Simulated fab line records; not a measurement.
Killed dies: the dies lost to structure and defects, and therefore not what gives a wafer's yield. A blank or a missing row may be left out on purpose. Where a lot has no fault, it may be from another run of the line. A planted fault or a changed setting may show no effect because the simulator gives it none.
A lot that was struck, set against a sound lot :: flow sky130 :: 32 out of 708 route steps
Sound: wafers L682.1, L682.2, L682.3. The struck wafers were L686.1, L686.2, L686.4. The cause comes at the end.
For every step that has rows: the tool of each side, followed by ch and its chambers, followed by its first start. Under that, the readings that differ: sound wafers :: struck wafers :: difference of the means :: sigmas: that difference in standard deviations of wafers without a fault.
alike: readings with means less than 2 such deviations apart, plus words and numbers identical on both sides. not compared: withheld readings, readings lacking a value on some wafer, bounds such as >300 that could conceal the same value, and numbers that have no deviation in the record and whose values overlap.
Wherever a step has rows on one side only, a row that says differs or no value, or a row with sigmas, the two part there. Non-overlapping numbers with no deviation appear without sigmas and do not part them. A reading missing from all wafers of one side parts the sides only when that side holds two or more wafers.

first, 3 steps without rows for these wafers: SKY_POLY_CUT_EXPOSE_05 (exposes mask NPCM, target cd 270 nm); SKY_POLY_CUT_PEB_06; SKY_POLY_CUT_DEVELOP_07 (develop time 60 s).
SKY_POLY_CUT_CD_MEAS_08 targets a cd of 270 nm.
  struck on cd_sem-01, day 28 21:42; sound on cd_sem-02, day 28 03:08
reading: cd_nm (nm)
sound: 269.6 268.1 268.2
struck: 272.4 271.3 272.4
difference: +3.4
sigmas: +3
SKY_POLY_CUT_OVL_MEAS_09:
  struck on overlay-01, day 28 21:49; sound on overlay-01, day 28 03:15
  alike: POLY_CUT_OVL
SKY_POLY_CUT_ETCH_10: etches BARC in N2/H2, stops on SiO2, time 45.9 s, target depth 60 nm.
  sound on rie_diel-04 ch 0,1,3, day 28 03:17; struck on rie_diel-04 ch 0,1,3, day 28 21:51
  alike: drypump_motor_current_A, oes_product_au, rf_hours_counter_h, throttle_valve_pct
SKY_POLY_CUT_ETCH_11: etches Si3N4 in CF4/CH2F2/Ar, stops on poly-Si, time 42.5 s, target depth 60 nm.
  sound on rie_diel-04 ch 0,1,3, day 28 03:20; struck on rie_diel-04 ch 0,1,3, day 28 21:53
  alike: drypump_motor_current_A, oes_product_au, rf_hours_counter_h, throttle_valve_pct
SKY_POLY_CUT_STRIP_12: strips in O2/N2.
  sound on plasma_asher-01 ch 0,1, day 28 03:22; struck on plasma_asher-03 ch 0,1, day 28 21:56
  alike: drypump_motor_current_A, oes_product_au, strip_time_to_endpoint_s
  not compared: rf_hours_counter_h
then, 4 steps without rows for these wafers: SKY_SD_P_DEHYDRATE_00 (time 60 s); SKY_SD_P_HMDS_01 (prime time 60 s); SKY_SD_P_COAT_02 (resist thk 1140 nm); SKY_SD_P_SOFTBAKE_03 (time 60 s).
SKY_SD_P_EXPOSE_04: exposes mask PSDM, target cd 380 nm.
  sound on iline_stepper-02 ch 0, day 28 17:55; struck on iline_stepper-02 ch 0, day 29 11:08
reading: mask
sound: PSDM#0 PSDM#0 PSDM#0
struck: URPM#0 URPM#0 URPM#0
difference: differs
sigmas: 
then, 2 steps without rows for these wafers: SKY_SD_P_PEB_05; SKY_SD_P_DEVELOP_06 (develop time 60 s).
SKY_SD_P_CD_MEAS_07 targets a cd of 380 nm.
  struck on cd_sem-02, day 30 01:23; sound on cd_sem-01, day 29 07:11
reading: cd_nm (nm)
sound: 384 384 383
struck: - - -
difference: no value on the struck wafers
sigmas: 
SKY_SD_P_OVL_MEAS_08:
  struck on overlay-01, day 30 01:30; sound on overlay-01, day 29 07:19
reading: SD_P_OVL (nm)
sound: -2.8 -2.2 -1.7
struck: - - -
difference: no value on the struck wafers
sigmas: 
then, 1 step without rows for these wafers: SKY_SD_P_IMPLANT_09.
SKY_SD_P_STRIP_10: strips in O2/N2.
  sound on plasma_asher-04 ch 0,1, day 29 07:29; struck on plasma_asher-02 ch 0,1, day 30 01:41
  alike: drypump_motor_current_A, oes_product_au, strip_time_to_endpoint_s
  not compared: rf_hours_counter_h
SKY_SD_P_TW_MEAS_11:
  struck on film_metro-02, day 30 01:47; sound on film_metro-03, day 29 07:35
reading: SD_P_TW
sound: 2815 2816 2792
struck: 30 30 30
difference: -2778
sigmas: -75
then, 8 steps without rows for these wafers: SKY_RES_XHIGH_DEHYDRATE_00 (time 60 s); SKY_RES_XHIGH_HMDS_01 (prime time 60 s); SKY_RES_XHIGH_COAT_02 (resist thk 1140 nm); SKY_RES_XHIGH_SOFTBAKE_03 (time 60 s); SKY_RES_XHIGH_EXPOSE_04 (exposes mask URPM, target cd 1270 nm); SKY_RES_XHIGH_PEB_05; SKY_RES_XHIGH_DEVELOP_06 (develop time 60 s); SKY_RES_XHIGH_IMPLANT_07.
SKY_RES_XHIGH_STRIP_08: strips in O2/N2.
  sound on plasma_asher-03 ch 0,1, day 30 11:47; struck on plasma_asher-01 ch 0,1, day 31 05:07
  alike: drypump_motor_current_A, oes_product_au, strip_time_to_endpoint_s
  not compared: rf_hours_counter_h
SKY_RES_XHIGH_TW_MEAS_09:
  struck on film_metro-04, day 31 05:13; sound on film_metro-02, day 30 11:53
reading: RES_XHIGH_TW
sound: 1631 1627 1622
struck: 2937 2931 2948
difference: +1312
sigmas: +57
then, 1 step without rows for these wafers: SKY_SD_N_DEHYDRATE_00 (time 60 s).
-- record jumps: 18 days separate the struck wafers' starts on either side; left off in module SD_N, taken up again in module PAD_OPEN, whose first shown step is the route's number 708 --
SKY_PAD_OPEN_PROBE_99:
  struck on prober-02, day 49 01:55; sound on prober-02, day 48 14:23
reading: killed_at_front_end
sound: 17 11 8
struck: 412 428 398
difference: +401
sigmas: +89

reading: killed_dies
sound: 75 78 76
struck: 492 492 492
difference: +416
sigmas: +45

reading: killed_on_rim
sound: 13 15 15
struck: 96 96 96
difference: +82
sigmas: +23
  alike: killed_at_M0_to_M3, killed_at_M4_up, killed_at_contacts, killed_at_other, killed_open, killed_short

WHERE THEY PART
First at SKY_POLY_CUT_CD_MEAS_08; last, within this record, at SKY_PAD_OPEN_PROBE_99.

WHY: whatever the simulator had introduced
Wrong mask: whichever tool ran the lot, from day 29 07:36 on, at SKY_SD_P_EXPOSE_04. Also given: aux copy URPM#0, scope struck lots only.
